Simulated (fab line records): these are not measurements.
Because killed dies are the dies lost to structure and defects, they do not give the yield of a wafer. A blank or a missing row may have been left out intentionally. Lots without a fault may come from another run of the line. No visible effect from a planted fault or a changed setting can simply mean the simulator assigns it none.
Chamber matching ; flow gf180mcu ; GF_CONTACT_CMP_04 on cmp-01: 4 sister chambers
The step polishes SiO2. 4 wafers are shown with their chamber, then 8 later ones without.

== WAFERS, EACH WITH ITS CHAMBER ==
wafer;chamber;motorCurrentA (A)
L493.5;1;12.1
L492.1;0;12.1
L492.3;2;10.6
L494.2;3;13.4

== WAFERS WHOSE CHAMBER IS MISSING ==
wafer;motorCurrentA (A)
L494.3;10.2
L494.5;12.1
L503.1;10.3
L503.4;13.5
L503.6;12.5
L509.1;12.5
L509.4;10.3
L509.5;12.0

== WHICH CHAMBER EACH ONE RAN IN ==
wafer;from the rows above;in truth
L494.3;2;2
L494.5;can't be placed: 0 or 1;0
L503.1;2;2
L503.4;3;3
L503.6;can't be placed: 0 or 1 or 3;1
L509.1;can't be placed: 0 or 1 or 3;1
L509.4;2;2
L509.5;can't be placed: 0 or 1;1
Placed correctly: 4 of 8. Cannot be placed on the basis of these rows: 4; the candidates contain the true chamber in 4. Number placed wrongly: 0.
How it was worked out, from the rows above alone: a wafer's distance from a chamber is the root of the sum, over the readings, of the square of ((its reading less the chamber's mean) divided by the reading's scatter). If the next closest chamber is less than 2 further off than the closest, the wafer can't be placed; otherwise it belongs to the closest. For every chamber, the mean is computed from those of its wafers that are shown. The scatter (one wafer shown for each chamber): square how far every hidden wafer sits from the nearest shown wafer, average those squares and take the square root.
